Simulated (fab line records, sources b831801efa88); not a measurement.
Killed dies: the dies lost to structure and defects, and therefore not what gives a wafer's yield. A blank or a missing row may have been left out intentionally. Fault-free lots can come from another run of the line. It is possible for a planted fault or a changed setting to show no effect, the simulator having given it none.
Problem report in the 8D (eight disciplines) form, filled by code + flow sfq-line + the parts of the form that need people (team, actions taken, sign-off) are left out

## 1. THE PROBLEM
Wafers without a fault read 0.685 a.u., standard deviation 0.0047; oes-product-au at SFQ_TRILAYER_C5_BARC_OPEN_VIA_ETCH_210 reads a mean of 0.768 a.u. on 6 wafers belonging to 2 lots. That is +18 standard deviations from the usual mean.
The step: etches BARC in O2, target depth 125 nm, time 41.7 s.
Seen first at day 79 14:23 on rie-diel-04, wafer L206.2. Wafers with a number at this step in the record: 42, from 14 lots. Rule for "out", or "out of limits": more than 4 standard deviations from the usual mean. The rest of the wafers with a number are treated as sound.

## 2. WHAT IT IS; WHAT IT IS NOT
| question                    | is                           | is not                                                                 |
|-----------------------------|------------------------------|------------------------------------------------------------------------|
| which readings at this step | oes-product-au, run-length-s | chamber-pressure-mTorr, drypump-motor-current-A                        |
| which lots                  | L206, L207                   | L186, L187, L189, L190, L191, L193, L194, L195, L196, L197, L199, L208 |
| which wafers of those lots  | all that have a number       | -                                                                      |
| read on which tools         | rie-diel-04                  | rie-diel-01, rie-diel-02                                               |
| when                        | from day 79 14:23            | up to then (33 sound wafers); but 3 sound wafers of L208 came after    |

## 3. SUSPECTS, AND WHAT RULES EACH OUT
Counting: any tool at a process step up to the reading is kept as a suspect provided that every lot that is out went through it and no sound lot did after the first of them.
- pecvd-02 at SFQ_TRILAYER_A5B_DEP_PECVD_129 (deposits SiO2 from SiH4/N2O, time 133.33 s, target thk 600 nm): kept. It ran every lot that is out, first L206 (day 75 02:30), and no sound lot after that; its last sound lot up to then is L197 (day 62 20:25).
- rie-diel-04 at SFQ_TRILAYER_C5_BARC_OPEN_VIA_ETCH_210 (etches BARC in O2, target depth 125 nm, time 41.7 s): kept. It ran every lot that is out, first L206 (day 79 14:23), and no sound lot after that; its last sound lot up to then is L197 (day 76 15:27). Out on those wafers are its own readings of oes-product-au, run-length-s.
Remaining after the count are pecvd-02 at SFQ_TRILAYER_A5B_DEP_PECVD_129 and rie-diel-04 at SFQ_TRILAYER_C5_BARC_OPEN_VIA_ETCH_210.

## 4. THE CAUSE (what the simulator had put in)
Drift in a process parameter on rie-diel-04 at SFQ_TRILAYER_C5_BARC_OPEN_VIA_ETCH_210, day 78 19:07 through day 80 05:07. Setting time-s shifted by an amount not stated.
Counting leaves 2 suspects; this tool is one of them.

## 5. SEQUENCE OF EFFECTS, ordered by route
One row per reading whose mean, taken over the struck wafers that have a number, lies over 3 standard deviations from the usual. Only readings whose record carries a usual standard deviation are examined. hours: median over the lots of the time between each lot's start at the first step of this table that gives one and its start at this step. sigmas: the change, counted in usual standard deviations.
| hours | step                                   | reading        | usual      | on struck wafers | change | sigmas |
|-------|----------------------------------------|----------------|------------|------------------|--------|--------|
| 0     | SFQ_TRILAYER_C5_BARC_OPEN_VIA_ETCH_210 | oes-product-au | 0.685 a.u. | 0.768            | +0.083 | +18    |
| 0     | SFQ_TRILAYER_C5_BARC_OPEN_VIA_ETCH_210 | run-length-s   | 70.0 s     | 64.1             | -5.9   | -12    |
The process steps in it:
- SFQ_TRILAYER_C5_BARC_OPEN_VIA_ETCH_210: etches BARC in O2, target depth 125 nm, time 41.7 s.
Later steps that measure or inspect, where all struck wafers having a row at the step show a number for every such reading and not one has moved that far: SFQ_M6_OVL_MEAS_940.

## 6. HOW IT WOULD HAVE BEEN CAUGHT EARLIER
In this record the first reading out of limits was taken at day 79 14:23, 19 hours after the fault began at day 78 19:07.
